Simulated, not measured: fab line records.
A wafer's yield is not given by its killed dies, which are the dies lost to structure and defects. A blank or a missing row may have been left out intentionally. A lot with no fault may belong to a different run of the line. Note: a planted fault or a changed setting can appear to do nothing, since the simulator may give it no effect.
Chamber matching :: flow gf180mcu :: GF_V2_CMP_04 on cmp-01: 4 sister chambers
The step polishes SiO2. 8 wafers are shown with their chamber, then 9 later ones without.

== WAFERS PAIRED WITH THEIR CHAMBERS ==
wafer: L102.3
chamber: 2
motor current A (A): 12.1
time to endpoint s (s): 75

wafer: L115.2
chamber: 0
motor current A (A): 14.2
time to endpoint s (s): 76

wafer: L115.6
chamber: 2
motor current A (A): 12.3
time to endpoint s (s): 77

wafer: L118.2
chamber: 3
motor current A (A): 11.3
time to endpoint s (s): 72

wafer: L118.6
chamber: 3
motor current A (A): 10.6
time to endpoint s (s): 80

wafer: L120.3
chamber: 1
motor current A (A): 12.2
time to endpoint s (s): 75

wafer: L120.5
chamber: 0
motor current A (A): 13.2
time to endpoint s (s): 79

wafer: L120.6
chamber: 1
motor current A (A): 11.9
time to endpoint s (s): 77

== WAFERS MISSING THEIR CHAMBER ==
wafer: L121.1
motor current A (A): 14.2
time to endpoint s (s): 81

wafer: L121.2
motor current A (A): 11.7
time to endpoint s (s): 77

wafer: L121.5
motor current A (A): 13.5
time to endpoint s (s): 90

wafer: L122.3
motor current A (A): 11.0
time to endpoint s (s): 82

wafer: L122.4
motor current A (A): 13.2
time to endpoint s (s): 90

wafer: L122.5
motor current A (A): 14.4
time to endpoint s (s): 97

wafer: L123.1
motor current A (A): 14.3
time to endpoint s (s): 80

wafer: L123.2
motor current A (A): 11.8
time to endpoint s (s): 69

wafer: L123.4
motor current A (A): 12.2
time to endpoint s (s): 82

== WHICH CHAMBER EACH ONE RAN IN ==
wafer: L121.1
from the rows above: 0
in truth: 0

wafer: L121.2
from the rows above: can't be placed: 1 or 2 or 3
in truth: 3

wafer: L121.5
from the rows above: can't be placed: 0 or 2 or 1
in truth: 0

wafer: L122.3
from the rows above: can't be placed: 3 or 1 or 2
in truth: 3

wafer: L122.4
from the rows above: can't be placed: 0 or 2 or 1
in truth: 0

wafer: L122.5
from the rows above: can't be placed: 0 or 2
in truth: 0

wafer: L123.1
from the rows above: 0
in truth: 0

wafer: L123.2
from the rows above: can't be placed: 1 or 2 or 3
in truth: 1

wafer: L123.4
from the rows above: can't be placed: 2 or 1 or 3 or 0
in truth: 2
2 of 9 placed correctly. Cannot be placed on the basis of these rows: 7; the candidates contain the true chamber in 7. Wrongly placed: 0.
How it was worked out, from the rows above alone: a wafer's distance from a chamber is the root of the sum, over the readings, of the square of ((its reading less the chamber's mean) divided by the reading's scatter). If the next closest chamber is less than 2 further off than the closest, the wafer can't be placed; otherwise it belongs to the closest. For every chamber, the mean is computed from those of its wafers that are shown. The scatter: the root of (the sum of the squares of (reading less its chamber's mean) over the shown wafers, divided by (wafers less chambers)).
